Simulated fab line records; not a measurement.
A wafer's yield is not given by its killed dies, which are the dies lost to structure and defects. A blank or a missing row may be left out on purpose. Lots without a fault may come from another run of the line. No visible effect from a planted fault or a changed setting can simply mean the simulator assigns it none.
fab line records ; flow sfq_line ; part 2 of 2: steps 26 to 37 of 37
record: lots: 5; wafers: 15; last_day: 85
route steps=325 shown JJ@191 M5@198 A5B@209 R5@212
lots untouched by any fault: they come from a run of this same line in which no faults occurred
start_h: hours from the record's first day to the start of the lot's first wafer shown ; wait_h: hours from the lot's prior step to this one ; " unchanged from the row above ; L1.1+2: one row covering several wafers at once ; - either no value or no given start ; * or withheld: withheld ; < > ~ a bound
route shown NAME@n: NAME is a module with steps in the file, n the number in the route of the first one ; usual: mean/standard deviation of fault-free wafers ; same: alike in all rows ; chamber/n: place in a boat ; sites: the reading at each site ; _std_site: the values' standard deviation ; _edge_site: the outer-site mean with the inner-site mean subtracted ; radius_mm: how far each site lies from the wafer's centre ; mask NAME#n: copy n ; behind: the last tool/chamber to shape the wafer ; hold: why the lot went on hold/how many hours it stayed there/how the hold came to an end ; device: the transistor (n, p or np) that didn't switch ; end of line: the same wafers' tests at the end of the route ; a step with no rows: only its recipe ; killed: not the wafer's yield, but the dies lost to structure and defects at the first sort ; map: dies across one wafer; x = killed, . = not, _ = none there
set.NAME: the setting that was run; set.NAME@STEP: the one run at that earlier step ; model.NAME: the simulator's own value behind a step, which no gauge read
lots at selected steps of the route; one table per step, one row per wafer
services: from which hour (start_h, from the record's first day; less than 0 if before it) a tool's chamber was out of use, for how many hours, and why
== steps ==
step: SFQ_R5_THK_MEAS_934
recipe: thk_meas_gauge: xrf; reads: MoNx_of_TRILAYER_R5_DEP_SPUTTER_133
usual: R5_MONX_THK: 40.7/0.41
lot.wafer;tool;chamber;start_h;wait_h;R5_MONX_THK[nm]
L076.1;film_metro-03;-;1189.73;0.1;40.2
L076.3;film_metro-03;-;1189.73;0.1;40.5
L076.6;film_metro-03;-;1189.73;0.1;40.1
L084.1;film_metro-04;-;1519.49;0.1;40.6
L084.3;film_metro-04;-;1519.49;0.1;41.2
L084.5;film_metro-04;-;1519.49;0.1;40.4
L088.1;film_metro-02;-;1531.49;0.1;40.2
L088.5;film_metro-02;-;1531.49;0.1;40.4
L088.6;film_metro-02;-;1531.49;0.1;40.0
L090.1;film_metro-03;-;1534.49;0.1;40.6
L090.4;film_metro-03;-;1534.49;0.1;40.7
L090.5;film_metro-03;-;1534.49;0.1;40.5
L096.1;film_metro-03;-;1590.43;0.1;40.6
L096.3;film_metro-03;-;1590.43;0.1;41.1
L096.4;film_metro-03;-;1590.43;0.1;40.1
step: SFQ_TRILAYER_R5_LITHO_COAT_141
recipe: resist: BARC; spin_rpm: 3000; resist_thk_nm: 62
lot.wafer;tool;chamber;start_h;wait_h
L076.1+3+6;litho_track-04;0;1189.79;0.1
L084.1+3+5;litho_track-01;0;1519.55;0.1
L088.1+5+6;litho_track-02;0;1531.55;0.1
L090.1+4+5;litho_track-01;0;1534.55;0.1
L096.1+3+4;litho_track-04;0;1590.49;0.1
step: SFQ_TRILAYER_R5_LITHO_COAT_136
recipe: resist: KrF; spin_rpm: 3000; resist_thk_nm: 600
lot.wafer;tool;chamber;start_h;wait_h
L076.1+3+6;litho_track-04;0;1190.09;0.2
L084.1+3+5;litho_track-01;0;1519.85;0.2
L088.1+5+6;litho_track-02;0;1531.85;0.2
L090.1+4+5;litho_track-01;0;1534.85;0.2
L096.1+3+4;litho_track-04;0;1590.79;0.2
step: SFQ_TRILAYER_R5_LITHO_SOFTBAKE_140
recipe: temp_c: withheld; time_s: withheld; resist: KrF
lot.wafer;tool;chamber;start_h;wait_h
L076.1+3+6;litho_track-04;0;1190.39;0.2
L084.1+3+5;litho_track-01;0;1520.15;0.2
L088.1+5+6;litho_track-02;0;1532.15;0.2
L090.1+4+5;litho_track-01;0;1535.15;0.2
L096.1+3+4;litho_track-04;0;1591.09;0.2
step: SFQ_TRILAYER_R5_LITHO_EXPOSE_137
recipe: mask_id: R5; na: 0.6; source_shape: conventional; sigma_outer: 0.65; target_cd_nm: 500; dose_mj: 14.4
lot.wafer;tool;chamber;start_h;wait_h;mask
L076.1+3+6;krf_scanner-01;0;1201.63;-;R5#0
L084.1+3+5;krf_scanner-02;0;1520.59;-;R5#0
L088.1+5+6;krf_scanner-02;0;1532.42;-;R5#0
L090.1+4+5;krf_scanner-02;0;1535.30;-;R5#0
L096.1+3+4;krf_scanner-02;0;-;-;R5#0
step: SFQ_TRILAYER_R5_LITHO_PEB_139
recipe: peb_temp_c: 115; peb_time_s: 60; resist: KrF
lot.wafer;tool;chamber;start_h;wait_h
L076.1+3+6;litho_track-04;0;1202.83;1.0
L084.1+3+5;litho_track-02;0;1521.79;1.0
L088.1+5+6;litho_track-02;0;1533.62;1.0
L090.1+4+5;litho_track-04;0;1536.50;1.0
L096.1+3+4;litho_track-01;0;-;-
step: SFQ_TRILAYER_R5_LITHO_DEVELOP_138
recipe: time_s: 60; resist: KrF
lot.wafer;tool;chamber;start_h;wait_h
L076.1+3+6;litho_track-04;0;1202.98;0.1
L084.1+3+5;litho_track-02;0;1521.94;0.1
L088.1+5+6;litho_track-02;0;1533.77;0.1
L090.1+4+5;litho_track-04;0;1536.65;0.1
L096.1+3+4;litho_track-01;0;1696.21;0.1
step: SFQ_R5_OVL_MEAS_935
usual: R5_OVL: 0/5.4
lot.wafer;tool;chamber;start_h;wait_h;R5_OVL[nm]
L076.1;overlay-02;-;1203.13;0.1;-6
L076.3;overlay-02;-;1203.13;0.1;-1
L076.6;overlay-02;-;1203.13;0.1;-7
L084.1;overlay-02;-;1522.09;0.1;0
L084.3;overlay-02;-;1522.09;0.1;-2
L084.5;overlay-02;-;1522.09;0.1;3
L088.1;overlay-02;-;1533.92;0.1;6
L088.5;overlay-02;-;1533.92;0.1;8
L088.6;overlay-02;-;1533.92;0.1;8
L090.1;overlay-01;-;1536.80;0.1;8
L090.4;overlay-01;-;1536.80;0.1;6
L090.5;overlay-01;-;1536.80;0.1;8
L096.1;overlay-02;-;1696.36;0.1;-3
L096.3;overlay-02;-;1696.36;0.1;-10
L096.4;overlay-02;-;1696.36;0.1;-2
step: SFQ_TRILAYER_R5_BARC_OPEN_METAL_ETCH_177
recipe: mask_material: PR; chemistry: O2; target_depth_nm: 125; target: BARC; icp_w: 600; bias_w: 80; pressure_mtorr: 10; time_s: 41.7
usual: drypump_motor_current_A: 5.9/0.31; oes_product_au: 0.684/0.0048
lot.wafer;tool;chamber;start_h;wait_h;drypump_motor_current_A;oes_product_au;rf_hours_counter_h
L076.1;rie_metal-03;0;1203.17;0.0;5.6;0.692;7
L076.3;rie_metal-03;1;1203.17;0.0;6.1;0.683;-
L076.6;rie_metal-03;0;1203.17;0.0;5.6;0.681;-
L084.1;rie_metal-01;0;1522.13;0.0;5.6;0.688;2
L084.3;rie_metal-01;0;1522.13;0.0;5.7;0.685;-
L084.5;rie_metal-01;0;1522.13;0.0;5.7;0.678;-
L088.1;rie_metal-03;1;1533.95;0.0;6.1;0.692;29
L088.5;rie_metal-03;0;1533.95;0.0;5.6;0.685;-
L088.6;rie_metal-03;1;1533.95;0.0;6.1;0.685;-
L090.1;rie_metal-03;1;1536.83;0.0;6.1;0.686;30
L090.4;rie_metal-03;1;1536.83;0.0;6.1;0.681;-
L090.5;rie_metal-03;1;1536.83;0.0;6.1;0.675;-
L096.1;rie_metal-01;1;1696.40;0.0;6.0;0.687;127
L096.3;rie_metal-01;0;1696.40;0.0;5.6;0.688;-
L096.4;rie_metal-01;1;1696.40;0.0;6.0;0.679;-
step: SFQ_TRILAYER_R5_ETCH_METAL_ETCH_139
recipe: stop_on: SiO2; mask_material: PR; chemistry: Cl2; target_depth_nm: 60; icp_w: 600; bias_w: 80; pressure_mtorr: 10; time_s: 40
usual: drypump_motor_current_A: 5.9/0.31; oes_product_au: 0.989/0.0072
lot.wafer;tool;chamber;start_h;wait_h;drypump_motor_current_A;oes_product_au;rf_hours_counter_h
L076.1;rie_metal-03;0;1203.22;0.0;5.6;0.988;8
L076.3;rie_metal-03;1;1203.22;0.0;6.1;0.998;-
L076.6;rie_metal-03;0;1203.22;0.0;5.6;0.991;-
L084.1;rie_metal-01;0;1522.19;0.0;5.7;0.965;2
L084.3;rie_metal-01;0;1522.19;0.0;5.6;0.979;-
L084.5;rie_metal-01;0;1522.19;0.0;5.7;0.977;-
L088.1;rie_metal-03;1;1534.01;0.0;6.1;0.996;29
L088.5;rie_metal-03;0;1534.01;0.0;5.6;0.993;-
L088.6;rie_metal-03;1;1534.01;0.0;6.1;0.986;-
L090.1;rie_metal-03;1;1536.89;0.0;6.1;0.994;30
L090.4;rie_metal-03;1;1536.89;0.0;6.1;0.985;-
L090.5;rie_metal-03;1;1536.89;0.0;6.1;0.990;-
L096.1;rie_metal-01;1;1696.46;0.0;6.0;0.988;127
L096.3;rie_metal-01;0;1696.46;0.0;5.7;0.974;-
L096.4;rie_metal-01;1;1696.46;0.0;6.0;0.988;-
step: SFQ_TRILAYER_R5_STRIP_STRIP_140
recipe: gas: O2; power_w: 200; platen_temp_c: 40; overash_fraction: 0.65; chemistry: O2; pressure_mtorr: 50
usual: drypump_motor_current_A: 5.9/0.31; oes_product_au: 0.999/0.01
lot.wafer;tool;chamber;start_h;wait_h;drypump_motor_current_A;oes_product_au;rf_hours_counter_h
L076.1;rie_metal-03;0;1203.28;0.0;5.5;1.006;8
L076.3;rie_metal-03;1;1203.28;0.0;6.1;0.998;-
L076.6;rie_metal-03;0;1203.28;0.0;5.5;1.007;-
L084.1;rie_metal-01;0;1522.25;0.0;5.6;0.980;2
L084.3;rie_metal-01;0;1522.25;0.0;5.7;0.985;-
L084.5;rie_metal-01;0;1522.25;0.0;5.7;0.985;-
L088.1;rie_metal-03;1;1534.07;0.0;6.1;1.009;30
L088.5;rie_metal-03;0;1534.07;0.0;5.5;1.002;-
L088.6;rie_metal-03;1;1534.07;0.0;6.1;1.000;-
L090.1;rie_metal-03;1;1536.95;0.0;6.1;1.004;30
L090.4;rie_metal-03;1;1536.95;0.0;6.1;1.006;-
L090.5;rie_metal-03;1;1536.95;0.0;6.1;1.000;-
L096.1;rie_metal-01;1;1696.51;0.0;6.0;1.001;127
L096.3;rie_metal-01;0;1696.51;0.0;5.6;0.976;-
L096.4;rie_metal-01;1;1696.51;0.0;6.0;1.004;-
step: SFQ_TRILAYER_R5_STRIP_SOLV_CLEAN_141
recipe: chemistry: NMP; temp_c: 70; time_s: 600
usual: bath_guard_temp_C: 70.1/0.53; bath_heat_duty_pct: 13.4/1.5
lot.wafer;tool;chamber;start_h;wait_h;bath_guard_temp_C;bath_heat_duty_pct
L076.1;wet_bench-03;4;1203.88;0.4;70.5;15.5
L076.3;wet_bench-03;5;1203.88;0.4;69.4;13.7
L076.6;wet_bench-03;2;1203.88;0.4;69.3;14.9
L084.1;wet_bench-01;2;1522.85;0.4;70.4;12.2
L084.3;wet_bench-01;1;1522.85;0.4;70.1;11.9
L084.5;wet_bench-01;6;1522.85;0.4;70.5;14.2
L088.1;wet_bench-03;6;1534.67;0.4;69.6;11.3
L088.5;wet_bench-03;4;1534.67;0.4;70.3;16.5
L088.6;wet_bench-03;5;1534.67;0.4;69.4;14.3
L090.1;wet_bench-02;6;1537.55;0.4;69.7;11.7
L090.4;wet_bench-02;7;1537.55;0.4;71.2;14.0
L090.5;wet_bench-02;5;1537.55;0.4;70.2;14.9
L096.1;wet_bench-03;5;1697.11;0.4;69.2;14.3
L096.3;wet_bench-03;1;1697.11;0.4;70.2;13.1
L096.4;wet_bench-03;6;1697.11;0.4;69.9;10.9
== services ==
tool;chamber;start_h;hours;kind
rie_metal-04;1;1036.43;8.0;repair
rie_metal-04;-;1090.39;2.8;pm
krf_scanner-02;-;1127.70;4.0;pm
rie_metal-04;-;1154.38;1.1;repair
pvd_sputter-06;-;1156.19;2.9;repair
krf_scanner-02;-;1158.30;1.3;pm
rie_metal-04;-;1192.87;0.3;repair
rie_metal-01;0;1280.80;9.2;repair
rie_metal-01;0;1306.57;3.0;repair
rie_metal-04;1;1307.77;10.1;repair
rie_metal-01;-;1369.90;2.4;repair
rie_metal-01;0;1372.09;2.0;repair
rie_metal-01;1;1392.42;3.8;repair
pvd_sputter-06;-;1440.95;7.7;repair
pvd_sputter-06;-;1499.83;1.7;repair
rie_metal-03;-;1529.49;0.8;repair
rie_metal-01;-;1567.88;1.4;pm
pvd_sputter-06;-;1590.30;8.2;repair
rie_metal-03;-;1631.47;14.8;repair
pvd_sputter-06;-;1632.69;1.1;repair
rie_metal-04;-;1647.82;4.0;repair
rie_metal-03;1;1650.66;26.4;repair
rie_metal-01;-;1659.72;14.6;pm
rie_metal-03;-;1691.30;1.4;pm
